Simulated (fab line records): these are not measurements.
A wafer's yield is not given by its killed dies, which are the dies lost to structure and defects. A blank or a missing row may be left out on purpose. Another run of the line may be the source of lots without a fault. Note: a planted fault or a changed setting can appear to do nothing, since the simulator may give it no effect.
Problem report in the 8D (eight disciplines) form, filled by code :: flow gf180mcu :: the parts of the form that need people (team, actions taken, sign-off) are left out

== 1. THE ISSUE ==
Mean NWELL_TW at GF_NWELL_TW_MEAS_11: 1424 over 2 wafers in 2 lots; fault-free wafers: 1563, standard deviation 9.5. That puts it -15 standard deviations away from the usual mean.
First seen on wafer L319.6, day 7 05:27, on film metro-03. At this step, 41 wafers from 14 lots have a number in the record. By rule, "out" or "out of limits" means more than 4 standard deviations away from the usual mean. The other wafers with a number count as sound.

== 2. WHAT IT IS AND WHAT IT IS NOT ==
question: which readings at this step
is: NWELL_TW
is not: -

question: which lots
is: L319, L320
is not: L302, L303, L305, L307, L308, L309, L310, L311, L314, L323, L324, L325

question: which wafers of those lots
is: L319.6, L320.6
is not: L319.1, L319.5, L320.1

question: read on which gauges
is: film metro-03
is not: film metro-02, film metro-04

question: when
is: from day 7 05:27
is not: up to then (29 sound wafers); but 10 sound wafers of L320, L323, L324, L325 came after

== 3. THE SUSPECTS, EACH WITH WHAT RULES IT OUT ==
Counting: any tool at a process step up to the reading remains a suspect provided it ran every lot that is out. Sound lots after the first of them don't rule it out here, since some wafers of a struck lot are sound.
- the gauge at GF_NWELL_TW_MEAS_11 is ruled out. All the wafers that are out were read on film metro-03, but those of them that GF_VT_IMPLANT_RS_MEAS_47 has rows for are out there too, on other tools.
- implanter-03 at GF_NWELL_IMPLANT_08: kept. Every lot that is out went through it, the first being L319 (day 7 05:03); the last sound lot it ran before that was L314 (day 6 01:21).
After counting, what remains is implanter-03 at GF_NWELL_IMPLANT_08.

== 4. THE CAUSE (what the simulator had put in) ==
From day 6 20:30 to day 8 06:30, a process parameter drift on implanter-03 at GF_NWELL_IMPLANT_08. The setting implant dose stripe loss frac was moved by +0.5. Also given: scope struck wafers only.
The count eliminated every tool but this one.

== 5. THE CHAIN OF EFFECTS, in route order ==
Each row: a reading where the mean over the struck wafers with a number is more than 3 standard deviations away from the usual. Scope: only readings with a usual standard deviation given in the record; hours: median across lots of the time from each lot's start at the first step in this table that gives one to its start at this step; sigmas: change in usual standard deviations.
hours: 0
step: GF_NWELL_TW_MEAS_11
reading: NWELL_TW
usual: 1563
on struck wafers: 1424
change: -139
sigmas: -15

hours: 123
step: GF_VT_IMPLANT_RS_MEAS_47
reading: NWELL_RS
usual: 487.9 ohm/sq
on struck wafers: 579.5
change: +91.6
sigmas: +61
Later measuring or inspecting steps at which every struck wafer that the step has a row for has a number for every such reading, and none has moved that far: GF_POLY_GATE_THK_MEAS_01, GF_HV_LDD_OVL_MEAS_08.

== 6. WHAT WOULD HAVE CAUGHT IT SOONER ==
The first out-of-limits reading at a measuring or inspecting step in this record came at day 7 05:27, 9 hours after the fault's start at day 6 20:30.
No tool reading at GF_NWELL_IMPLANT_08 that has a usual standard deviation in the record was out on any struck wafer, so an alarm limit of 4 standard deviations on those readings would not have fired.
Of the lots that are out (2), L320 began GF_NWELL_IMPLANT_08 on implanter-03 after day 7 05:27. Putting the tool on hold at that point would have spared it.
